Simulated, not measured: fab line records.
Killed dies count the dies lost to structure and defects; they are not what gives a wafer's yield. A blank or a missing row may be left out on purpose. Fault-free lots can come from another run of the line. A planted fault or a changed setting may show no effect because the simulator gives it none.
Which tool was responsible?	flow sky130	14 lots with 42 wafers sampled at 5 steps, on a route of 708 steps

== WHAT EACH GAUGE READ, for each wafer ==
SKY_NWELL_OVL_MEAS_23.
lot	measured	on	NWELL_01_OVL (nm)
L511	day 5 06:45	overlay-02	-2.4 -0.1 -2.8
L512	day 5 10:18	overlay-01	1.0 -0.3 -0.3
L513	day 5 16:33	overlay-02	0.3 1.0 -0.7
L514	day 6 07:37	overlay-01	0.6 0.8 0.9
L516	day 6 20:33	overlay-01	-1.8 -1.5 0.7
L518	day 7 04:39	overlay-01	0.5 -0.8 -0.9
L523	day 8 10:58	overlay-02	-2.0 0.6 1.4
L524	day 8 15:24	overlay-01	-1.7 0.2 0.6
L525	day 9 00:41	overlay-02	0.1 -0.4 0.7
L526	day 9 05:08	overlay-01	-0.4 -2.5 -0.2
L527	day 9 11:40	overlay-01	0.7 1.3 1.3
L530	day 10 02:45	overlay-01	1.9 -0.8 2.1
L532	day 10 21:39	overlay-02	-1.2 -1.7 -1.5
L533	day 11 01:52	overlay-01	2.2 0.9 3.0

SKY_NWELL_RS_MEAS_31: measurement is done with a four-point probe.
lot	measured	on	PWDE_RS (ohm/sq)
L511	day 5 07:31	film-metro-01	5298 5303 5293
L512	day 5 11:04	film-metro-01	5306 5299 5310
L513	day 5 17:17	film-metro-04	5246 5261 5260
L514	day 6 08:20	film-metro-04	5267 5251 5289
L516	day 6 21:17	film-metro-04	5284 5263 5262
L518	day 7 05:24	film-metro-02	5291 5300 5296
L523	day 8 11:44	film-metro-01	5277 5275 5256
L524	day 8 16:08	film-metro-01	5273 5283 5270
L525	day 9 01:25	film-metro-01	5306 5322 5331
L526	day 9 05:53	film-metro-02	5271 5272 5286
L527	day 9 12:23	film-metro-01	5266 5289 5278
L530	day 10 03:29	film-metro-02	5271 5266 5278
L532	day 10 22:23	film-metro-02	5286 5281 5282
L533	day 11 02:38	film-metro-01	5336 5304 5306

SKY_VT_ADJUST_LVTN_TW_MEAS_10.
lot	measured	on	VT_ADJUST_LVTN_TW
L511	day 6 22:04	film-metro-01	243.2 242.6 241.3
L512	day 7 02:34	film-metro-04	243.9 244.0 245.2
L513	day 7 07:38	film-metro-04	244.7 244.3 243.8
L514	day 8 00:41	film-metro-03	241.2 241.0 240.7
L516	day 8 15:20	film-metro-01	242.0 243.0 242.9
L518	day 9 00:12	film-metro-01	242.2 240.6 241.0
L523	day 10 08:39	film-metro-03	30.2 30.1 30.1
L524	day 10 13:47	film-metro-03	30.2 30.4 30.2
L525	day 10 23:05	film-metro-03	244.1 242.7 244.0
L526	day 11 04:05	film-metro-04	242.3 242.6 243.4
L527	day 11 10:05	film-metro-04	242.8 242.5 244.1
L530	day 12 02:26	film-metro-04	244.2 243.9 241.7
L532	day 12 22:17	film-metro-03	244.5 245.2 243.8
L533	day 13 04:24	film-metro-04	242.0 241.9 243.5

SKY_VT_ADJUST_NCORE_OVL_MEAS_08.
lot	measured	on	VT_ADJUST_NCORE_OVL (nm)
L511	day 8 15:13	overlay-02	1.7 2.7 2.4
L512	day 8 19:37	overlay-02	0.4 1.0 0.5
L513	day 9 02:04	overlay-01	-0.5 -1.4 0.2
L514	day 9 20:08	overlay-02	-0.5 -0.1 1.1
L516	day 10 11:32	overlay-01	0.7 0.9 1.7
L518	day 10 21:34	overlay-02	0.7 1.9 0.2
L525	day 12 23:37	overlay-01	-1.5 -2.4 -1.0
L526	day 13 05:25	overlay-01	2.3 1.9 3.8
L527	day 13 11:47	overlay-01	-0.1 -1.1 0.6
L530	day 14 04:28	overlay-01	1.3 0.2 0.7
L532	day 15 02:05	overlay-01	1.1 1.9 3.3
L533	day 15 06:41	overlay-02	2.4 0.8 1.9

== WHICH TOOL RAN EACH LOT (tool, then ch and the chambers of the sampled wafers, then the start) ==
lot	SKY_VT_ADJUST_LVTN_IMPLANT_08
L511	implanter-01 ch 0, day 6 21:50
L512	implanter-04 ch 0, day 7 02:20
L513	implanter-03 ch 0, day 7 07:23
L514	implanter-03 ch 0, day 8 00:26
L516	implanter-04 ch 0, day 8 15:05
L518	implanter-03 ch 0, day 8 23:58
L523	implanter-04, day 10 08:26
L524	implanter-03, day 10 13:32
L525	implanter-03 ch 0, day 10 22:50
L526	implanter-03 ch 0, day 11 03:51
L527	implanter-03 ch 0, day 11 09:50
L530	implanter-03 ch 0, day 12 02:11
L532	implanter-03 ch 0, day 12 22:02
L533	implanter-04 ch 0, day 13 04:11
- SKY_VT_ADJUST_LVTN_IMPLANT_08

== WHAT THE TOOLS THEMSELVES READ (means of the sampled wafers that have a number; where no wafer has one, the mark that the record gives instead) ==
SKY_VT_ADJUST_LVTN_IMPLANT_08.
lot	tool	beam-energy-keV	beam-on-s (s)
L511	implanter-01	30.000	10.04
L512	implanter-04	30.000	9.92
L513	implanter-03	30.008	10.08
L514	implanter-03	29.997	10.07
L516	implanter-04	30.006	10.10
L518	implanter-03	30.013	10.08
L523	implanter-04	-	-
L524	implanter-03	-	-
L525	implanter-03	29.987	9.91
L526	implanter-03	29.999	9.99
L527	implanter-03	29.987	10.02
L530	implanter-03	29.994	10.05
L532	implanter-03	30.004	10.17
L533	implanter-04	29.997	9.96

== THE ANSWER, worked out from the rows above alone ==
Rule: the usual values come from the lots themselves. Put in order of their means at a reading, lots are off if they are a third of the lots or fewer, leave a main group of 4 or more, and stand apart from it by a gap of 3 or more times the standard deviation of the main group's means; of several such gaps the widest counts. A main group is skipped when, at the precision printed for the reading in the tables above, its means are all equal. A lot without any number at a reading at which 4 lots or more have one is off too. Where the step has rows for the other lots, those lots are counted as sound. Order of review: gauges by route order, followed by the tools' own readings, for which a lot's mean as printed above is used. At the first step where some lot is off, the reading lying furthest off is the one used; lots without a number count as furthest.
Off: L523, L524, seen at SKY_VT_ADJUST_LVTN_TW_MEAS_10 (VT_ADJUST_LVTN_TW). For the main group the mean is 243.0 and the standard deviation 1.1.
If a tool, at a process step before that reading, ran all the lots that are off and no sound lot after the first of them, it fits. Not tried: the gauges at SKY_VT_ADJUST_LVTN_TW_MEAS_10; whatever is off there is also off at SKY_VT_ADJUST_LVTN_IMPLANT_08, on other tools, and gauge error can't account for it. No candidate that was tried fits.

== WHAT HAD BEEN PUT IN BY THE SIMULATOR ==
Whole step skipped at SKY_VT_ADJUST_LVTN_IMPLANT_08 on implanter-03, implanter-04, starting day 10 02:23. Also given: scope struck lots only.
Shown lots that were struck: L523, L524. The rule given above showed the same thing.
